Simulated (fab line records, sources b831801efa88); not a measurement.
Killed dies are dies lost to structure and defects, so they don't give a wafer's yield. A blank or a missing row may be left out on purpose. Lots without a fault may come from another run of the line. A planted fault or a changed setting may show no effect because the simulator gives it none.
Which tool did it? | flow gf180mcu | 12 lots, 36 wafers sampled, at 2 steps of a route of 602

WHAT THE GAUGES READ, wafer by wafer
GF_M4_RS_MEAS_05: measures by four-point-probe.
lot  | measured     | on            | M4_ALCU_RS (ohm/sq)
L076 | day 23 02:00 | film_metro-03 | 0.0685 0.0692 0.0685
L077 | day 23 22:48 | film_metro-03 | 0.0687 0.0702 0.0699
L079 | day 24 16:16 | film_metro-03 | 0.0693 0.0682 0.0692
L080 | day 25 05:40 | film_metro-02 | 0.0686 0.0692 0.0682
L083 | day 25 22:01 | film_metro-03 | 0.0694 0.0689 0.0689
L085 | day 26 14:59 | film_metro-04 | 0.0689 0.0675 0.0686
L087 | day 27 00:58 | film_metro-04 | 0.0688 0.0690 0.0692
L089 | day 27 13:29 | film_metro-04 | 0.0695 0.0685 0.0688
L091 | day 28 08:00 | film_metro-03 | 0.0696 0.0695 0.0696
L093 | day 28 13:16 | film_metro-04 | 0.0685 0.0693 0.0693
L095 | day 29 02:17 | film_metro-02 | 0.0688 0.0698 0.0695
L097 | day 29 17:23 | film_metro-03 | 0.0703 0.0700 0.0702

WHICH TOOL RAN EACH LOT (tool, then ch and the chambers of the sampled wafers, then the start)
lot  | GF_V3_SPUTTER_21
L076 | pvd_sputter-02, day 23 01:02
L077 | pvd_sputter-01, day 23 21:53
L079 | pvd_sputter-03, day 24 15:21
L080 | pvd_sputter-03, day 25 04:43
L083 | pvd_sputter-02, day 25 21:04
L085 | pvd_sputter-01, day 26 14:03
L087 | pvd_sputter-01, day 27 00:03
L089 | pvd_sputter-03, day 27 12:34
L091 | pvd_sputter-02, day 28 07:03
L093 | pvd_sputter-02, day 28 12:20
L095 | pvd_sputter-03, day 29 01:21
L097 | pvd_sputter-03, day 29 16:28
- GF_V3_SPUTTER_21: material Ti, target thk 15 nm, time 80.02 s.

THE ANSWER, worked out from the rows above alone
Rule: what is usual is taken from the lots themselves. Put in order of their means at a reading, lots are off if they are a third of the lots or fewer, leave a main group of 4 or more, and stand apart from it by a gap of 3 or more times the standard deviation of the main group's means; of several such gaps the widest counts. A main group whose means are all the same, to the digits that the tables above print for the reading, isn't used. A lot without any number at a reading at which 4 lots or more have one is off too. The other lots that the step has rows for count as sound.
No lot is off at any reading shown: from this, nothing can be told.

WHAT THE SIMULATOR HAD PUT IN
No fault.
